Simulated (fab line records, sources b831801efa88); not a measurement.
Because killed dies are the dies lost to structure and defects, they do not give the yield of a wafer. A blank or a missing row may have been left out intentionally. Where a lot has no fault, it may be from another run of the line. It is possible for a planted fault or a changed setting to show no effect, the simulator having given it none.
Which tool is to blame?	flow sky130	11 lots with 33 wafers sampled at 6 steps, on a route of 708 steps

WHAT THE GAUGES READ, wafer by wafer
SKY_SONOS_ONO_THK_MEAS_05. Usual: for SONOS_ONO_CVD_04_THK the level is 5.70 nm and the standard deviation is 0.097.
lot	measured	on	SONOS_ONO_CVD_04_THK (nm)	flag
L103	day 12 00:52	film_metro-03	5.81 5.77 5.85	
L106	day 12 23:31	film_metro-03	5.60 5.63 5.72	
L107	day 13 04:58	film_metro-02	5.73 5.68 5.68	
L108	day 13 10:52	film_metro-02	5.80 5.65 5.72	
L111	day 14 16:10	film_metro-03	5.73 5.71 5.72	
L113	day 15 05:39	film_metro-03	5.69 5.67 5.74	
L114	day 15 10:18	film_metro-02	5.78 5.69 5.64	
L118	day 17 00:41	film_metro-02	5.83 5.92 5.91	
L119	day 17 18:47	film_metro-02	5.71 5.67 5.64	
L120	day 17 20:01	film_metro-02	5.55 5.66 5.62	
L125	day 19 21:33	film_metro-03	5.66 5.64 5.70	

SKY_SONOS_ONO_CD_MEAS_13 targets a cd of 410 nm. Usual: cd_nm reads 410.2 nm (standard deviation 2.7).
lot	measured	on	cd_nm (nm)	flag
L103	day 13 00:23	cd_sem-01	413.3 412.0 415.6	
L106	day 14 00:50	cd_sem-01	411.3 412.6 412.3	
L107	day 14 06:14	cd_sem-02	411.0 407.6 409.9	
L108	day 14 12:16	cd_sem-02	403.0 404.6 405.1	
L111	day 15 18:27	cd_sem-01	410.1 408.6 409.4	
L113	day 16 08:21	cd_sem-01	411.3 414.5 412.4	
L114	day 16 13:24	cd_sem-01	411.4 412.4 408.8	
L118	day 18 05:50	cd_sem-01	407.1 406.2 410.0	
L119	day 19 00:21	cd_sem-01	411.5 411.3 411.6	
L120	day 19 01:12	cd_sem-02	407.6 407.2 410.5	
L125	day 21 04:33	cd_sem-01	412.5 414.4 412.4	

SKY_RES_PROTECT_TW_MEAS_08. Usual: for POLY_GATE_TW the level is 4089 and the standard deviation is 41.
lot	measured	on	POLY_GATE_TW	flag
L103	day 15 12:04	film_metro-01	4140 4127 4111	
L106	day 16 13:22	film_metro-02	4061 4094 4090	
L107	day 16 19:48	film_metro-01	4124 4134 4143	
L108	day 17 00:33	film_metro-03	4024 4046 4015	
L111	day 18 09:27	film_metro-01	4129 4144 4154	
L113	day 19 08:33	film_metro-02	4088 4102 4082	
L114	day 19 08:28	film_metro-03	4029 4008 4028	
L118	day 21 02:03	film_metro-01	4129 4136 4151	
L119	day 21 19:31	film_metro-02	4089 4070 4084	
L120	day 21 19:37	film_metro-02	4060 4065 4059	
L125	day 24 00:11	film_metro-01	4113 4108 4115	

SKY_LDD_N_TW_MEAS_17. Usual: for LDD_N_TW the level is 2594 and the standard deviation is 21.
lot	measured	on	LDD_N_TW	flag
L103	day 18 07:34	film_metro-04	2565 2571 2580	
L106	day 19 04:37	film_metro-02	2628 2626 2616	
L107	day 19 14:49	film_metro-02	2616 2623 2612	
L108	day 19 22:11	film_metro-03	2568 2576 2575	
L111	day 21 04:28	film_metro-03	2561 2579 2579	
L113	day 22 05:01	film_metro-04	2561 2574 2583	
L114	day 22 03:23	film_metro-02	2625 2624 2616	
L118	day 23 19:40	film_metro-04	2951 2932 2942	OFF
L119	day 24 13:55	film_metro-03	2937 2956 2956	OFF
L120	day 24 14:11	film_metro-03	2580 2590 2581	
L125	day 26 15:31	film_metro-02	2612 2624 2614	

WHICH TOOL RAN EACH LOT (tool, then ch and the chambers of the sampled wafers, then the start)
lot	SKY_LDD_N_IMPLANT_08	SKY_LDD_N_STRIP_16
L103	implanter-04 ch 0, day 18 06:16	plasma_asher-03 ch 0,1, day 18 07:28
L106	implanter-04 ch 0, day 19 03:20	plasma_asher-04 ch 0,1, day 19 04:31
L107	implanter-02 ch 0, day 19 13:31	plasma_asher-04 ch 0,1, day 19 14:43
L108	implanter-03 ch 0, day 19 20:55	plasma_asher-01 ch 0,1, day 19 22:06
L111	implanter-03 ch 0, day 21 03:11	plasma_asher-04 ch 0,1, day 21 04:22
L113	implanter-03 ch 0, day 22 03:43	plasma_asher-01 ch 0,1, day 22 04:55
L114	implanter-04 ch 0, day 22 02:05	plasma_asher-04 ch 0,1, day 22 03:17
L118	implanter-03 ch 0, day 23 18:23	plasma_asher-01 ch 0,1, day 23 19:34
L119	implanter-03 ch 0, day 24 12:38	plasma_asher-03 ch 0,1, day 24 13:49
L120	implanter-02 ch 0, day 24 12:53	plasma_asher-01 ch 0,1, day 24 14:05
L125	implanter-04 ch 0, day 26 14:14	plasma_asher-03 ch 0,1, day 26 15:25
- SKY_LDD_N_IMPLANT_08
- SKY_LDD_N_STRIP_16: strips in O2/N2.

WHAT THE TOOLS THEMSELVES READ (means of the sampled wafers that have a number; where no wafer has one, the mark that the record gives instead)
SKY_LDD_N_IMPLANT_08. Usual: beam_on_s 10.00 s, standard deviation 0.21; dose_ions_cm2 7.502e+13, standard deviation 7.2e+10; faraday_current_uA 423, standard deviation 8.6.
lot	tool	beam_on_s (s)	dose_ions_cm2	faraday_current_uA	flag
L103	implanter-04	10.02	7.504e+13	421	
L106	implanter-04	10.03	7.505e+13	422	
L107	implanter-02	9.97	7.506e+13	424	
L108	implanter-03	10.28	7.508e+13	412	
L111	implanter-03	10.11	7.493e+13	418	
L113	implanter-03	10.14	7.503e+13	416	
L114	implanter-04	9.87	7.501e+13	429	
L118	implanter-03	67.35	5.389e+14	451	OFF
L119	implanter-03	68.18	5.388e+14	445	OFF
L120	implanter-02	9.95	7.510e+13	424	
L125	implanter-04	10.00	7.505e+13	424	

SKY_LDD_N_STRIP_16. Usual: drypump_motor_current_A 5.74 A, standard deviation 0.26; oes_product_au 0.406 a.u., standard deviation 0.005; strip_time_to_endpoint_s 4.306 s, standard deviation 0.015.
lot	tool	drypump_motor_current_A (A)	oes_product_au (a.u.)	strip_time_to_endpoint_s (s)	flag
L103	plasma_asher-03	5.81	0.408	4.300	
L106	plasma_asher-04	5.67	0.407	4.310	
L107	plasma_asher-04	5.81	0.404	4.300	
L108	plasma_asher-01	5.47	0.400	4.310	
L111	plasma_asher-04	5.68	0.401	4.286	
L113	plasma_asher-01	5.46	0.413	4.311	
L114	plasma_asher-04	5.67	0.405	4.316	
L118	plasma_asher-01	5.60	0.403	5.372	OFF
L119	plasma_asher-03	5.96	0.404	5.379	OFF
L120	plasma_asher-01	5.45	0.406	4.316	
L125	plasma_asher-03	5.81	0.406	4.311	

THE ANSWER, worked out from the rows above alone
Rule: a lot is off if the mean of its wafers that have a number lies more than 3 standard deviations from the usual mean. A lot without any number at a reading at which 4 lots or more have one is off too. The other lots that the step has rows for count as sound. After the gauges, taken in route order, come the tools' own readings; for these a lot's mean is taken, as printed above. At the first step where some lot is off, the reading lying furthest off is the one used; lots without a number count as furthest.
Off: L118, L119, seen at SKY_LDD_N_TW_MEAS_17 (LDD_N_TW).
A tool fits if, at a process step before that reading, it ran every lot that is off, and no sound lot after the first of them. Not tried: the gauges at SKY_LDD_N_TW_MEAS_17; whatever is off there is also off at SKY_LDD_N_IMPLANT_08, on other tools, and gauge error can't account for it. One fits: SKY_LDD_N_IMPLANT_08 on implanter-03. A fault onset in the window from L113 (day 22 03:43, its last sound lot) to L118 (day 23 18:23, its first lot off) fits.
The tool's own readings at SKY_LDD_N_IMPLANT_08 bear it out: on the lots that are off they differ by more than 5 times the standard deviation of the sound lots' means. beam_on_s reads 67.77 s there against 10.04 s on the sound lots; dose_ions_cm2 reads 5.388e+14 there against 7.504e+13 on the sound lots; faraday_current_uA reads 448 there against 421 on the sound lots.

WHAT WAS PUT IN BY THE SIMULATOR
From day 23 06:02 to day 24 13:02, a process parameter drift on implanter-03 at SKY_LDD_N_IMPLANT_08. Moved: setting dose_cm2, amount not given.
Struck lots among those shown: L118, L119. The same result came from the rule above.
